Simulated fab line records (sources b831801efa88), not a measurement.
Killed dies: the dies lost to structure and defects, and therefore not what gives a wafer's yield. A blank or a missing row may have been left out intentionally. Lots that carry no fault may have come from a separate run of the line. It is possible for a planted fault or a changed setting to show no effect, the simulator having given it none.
Struck lot and sound lot, side by side | flow sky130 | 26 out of 708 route steps
Sound: these wafers, L988.2, L988.3, L988.5. The struck wafers were L999.3, L999.4, L999.5. The cause is given at the end.
Order at every step that has rows: each side's tool, ch and its chambers, its first start. Under that, the readings that differ: sound wafers | struck wafers | difference of the means | sigmas: that difference in standard deviations of wafers without a fault.
alike: words and numbers the same on both sides, and readings whose means are apart by under 2 such deviations; not compared: readings that were withheld, readings missing a value for some wafer, numbers with overlapping values and no deviation given by the record, and bounds like >300 which may hide the same value.
A row with sigmas, a row that says differs or no value, or rows on one side alone: a step with any of these is where the two part. Non-overlapping numbers with no deviation appear without sigmas and do not part them. A reading missing from all wafers of one side parts the sides only when that side holds two or more wafers.

SKY_LDD_N_STRIP_16: strips in O2/N2.
  sound on plasma-asher-01 ch 1, day 18 04:32; struck on plasma-asher-02 ch 0,1, day 22 05:13
  reading                     | sound       | struck      | difference | sigmas
  drypump-motor-current-A (A) | 6.1 6.1 6.1 | 4.9 5.5 4.9 | -1.0       | -2
  alike: chamber-pressure-mTorr, oes-product-au, strip-time-to-endpoint-s
  not compared: rf-hours-counter-h
SKY_LDD_N_TW_MEAS_17:
  sound: film-metro-04 at day 18 04:39; struck: film-metro-02 at day 22 05:19
  alike: LDD_N_TW
then, 7 steps without rows for these wafers: SKY_LDD_P_DEHYDRATE_00 (time 60 s); SKY_LDD_P_HMDS_01 (prime time 60 s); SKY_LDD_P_COAT_02 (resist thk 1140 nm); SKY_LDD_P_SOFTBAKE_03 (time 60 s); SKY_LDD_P_EXPOSE_04 (exposes mask PSDM, target cd 380 nm); SKY_LDD_P_PEB_05; SKY_LDD_P_DEVELOP_06 (develop time 60 s).
SKY_LDD_P_CD_MEAS_07 targets a cd of 380 nm.
  sound: cd-sem-02 at day 19 10:31; struck: cd-sem-01 at day 23 11:53
  alike: cd-nm
SKY_LDD_P_OVL_MEAS_08:
  sound: overlay-01 at day 19 10:38; struck: overlay-02 at day 23 11:59
  reading        | sound       | struck         | difference | sigmas
  LDD_P_OVL (nm) | 0.4 0.4 0.2 | -3.9 -2.6 -3.3 | -3.6       | -2
after that, 1 step had no rows for these wafers: SKY_LDD_P_IMPLANT_09.
SKY_LDD_P_STRIP_10: strips in O2/N2.
  sound on plasma-asher-04 ch 0,1, day 19 10:49; struck on plasma-asher-01 ch 0,1, day 23 12:11
  reading                                    | sound             | struck            | difference                    | sigmas
  oes-product-au (a.u.)                      | 0.710 0.713 0.714 | 0.934 0.944 0.936 | +0.226                        | +52
  strip-time-to-endpoint-s (s)               | 14.33 14.38 14.34 | - - -             | no value on the struck wafers |
  model.NOVOLAK_of_LDD_P_COAT_02.thk-nm (nm) | 0 0 0             | 405.2 405 405.1   | +405.1                        |
  alike: chamber-pressure-mTorr, drypump-motor-current-A
  not compared: rf-hours-counter-h
SKY_LDD_P_TW_MEAS_11:
  sound: film-metro-03 at day 19 10:55; struck: film-metro-02 at day 23 12:16
  alike: LDD_P_TW
then, 7 steps without rows for these wafers: SKY_LDD_HVN_DEHYDRATE_00 (time 60 s); SKY_LDD_HVN_HMDS_01 (prime time 60 s); SKY_LDD_HVN_COAT_02 (resist thk 300 nm); SKY_LDD_HVN_SOFTBAKE_03 (time 60 s); SKY_LDD_HVN_EXPOSE_04 (exposes mask HVNTM, target cd 700 nm); SKY_LDD_HVN_PEB_05; SKY_LDD_HVN_DEVELOP_06 (develop time 60 s).
SKY_LDD_HVN_OVL_MEAS_07:
  sound: overlay-02 at day 20 17:43; struck: overlay-01 at day 24 17:49
  alike: LDD_HVN_OVL
after that, 1 step had no rows for these wafers: SKY_LDD_HVN_IMPLANT_08.
SKY_LDD_HVN_STRIP_09: strips in O2/N2.
  sound on plasma-asher-04 ch 0,1, day 20 17:54; struck on plasma-asher-03 ch 0,1, day 24 18:01
  reading                      | sound             | struck               | difference | sigmas
  oes-product-au (a.u.)        | 0.406 0.414 0.409 | 0.669 0.674 0.675    | +0.263     | +54
  strip-time-to-endpoint-s (s) | 4.140 4.133 4.141 | 10.613 10.600 10.607 | +6.469     | +99 or more
  alike: chamber-pressure-mTorr, drypump-motor-current-A
  not compared: rf-hours-counter-h
SKY_LDD_HVN_TW_MEAS_10:
  sound: film-metro-04 at day 20 18:01; struck: film-metro-02 at day 24 18:06
  reading    | sound          | struck   | difference | sigmas
  LDD_HVN_TW | 1452 1452 1458 | 30 30 30 | -1424      | -84
then, 1 step without rows for these wafers: SKY_LDD_HVP_DEHYDRATE_00 (time 60 s).

## WHERE THEY PART
First at SKY_LDD_N_STRIP_16; last, within this record, at SKY_LDD_HVN_TW_MEAS_10.

WHY: what the simulator had put in
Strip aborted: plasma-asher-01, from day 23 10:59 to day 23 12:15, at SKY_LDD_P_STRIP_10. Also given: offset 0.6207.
